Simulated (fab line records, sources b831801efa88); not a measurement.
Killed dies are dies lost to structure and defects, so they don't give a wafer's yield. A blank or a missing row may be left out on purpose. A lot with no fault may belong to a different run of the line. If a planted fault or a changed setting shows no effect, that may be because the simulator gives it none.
Chamber matching / flow gf180mcu / GF_V1_ETCH_16 on rie_diel-04 has 4 sister chambers
The step etches BARC in N2/H2. 4 wafers are shown with their chamber, then 8 later ones without.

WAFERS, EACH WITH ITS CHAMBER
wafer=L081.5; chamber=3; oes_product_au (a.u.)=0.858
wafer=L084.5; chamber=0; oes_product_au (a.u.)=0.851
wafer=L084.6; chamber=2; oes_product_au (a.u.)=0.857
wafer=L090.1; chamber=1; oes_product_au (a.u.)=0.851

WAFERS MISSING THEIR CHAMBER
wafer=L090.2; oes_product_au (a.u.)=0.858
wafer=L090.3; oes_product_au (a.u.)=0.852
wafer=L090.4; oes_product_au (a.u.)=0.853
wafer=L090.5; oes_product_au (a.u.)=0.856
wafer=L090.6; oes_product_au (a.u.)=0.856
wafer=L096.1; oes_product_au (a.u.)=0.852
wafer=L096.2; oes_product_au (a.u.)=0.860
wafer=L096.6; oes_product_au (a.u.)=0.858

EACH ONE'S CHAMBER
wafer=L090.2; from the rows above=can't be placed: 3 or 2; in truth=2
wafer=L090.3; from the rows above=can't be placed: 0 or 1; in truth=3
wafer=L090.4; from the rows above=can't be placed: 0 or 1 or 2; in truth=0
wafer=L090.5; from the rows above=can't be placed: 2 or 3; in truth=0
wafer=L090.6; from the rows above=can't be placed: 2 or 3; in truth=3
wafer=L096.1; from the rows above=can't be placed: 0 or 1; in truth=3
wafer=L096.2; from the rows above=can't be placed: 3 or 2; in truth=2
wafer=L096.6; from the rows above=can't be placed: 3 or 2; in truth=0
Placed correctly: 0 of 8. Not placeable from these rows: 8 (in 4, the candidates include the true chamber). 0 placed wrongly.
How it was worked out, from the rows above alone: a wafer's distance from a chamber is the root of the sum, over the readings, of the square of ((its reading less the chamber's mean) divided by the reading's scatter). If the next closest chamber is less than 2 further off than the closest, the wafer can't be placed; otherwise it belongs to the closest. For every chamber, the mean is computed from those of its wafers that are shown. The scatter: with one shown wafer a chamber, the root of the mean of the squares of how far each hidden wafer lies from its nearest shown one.
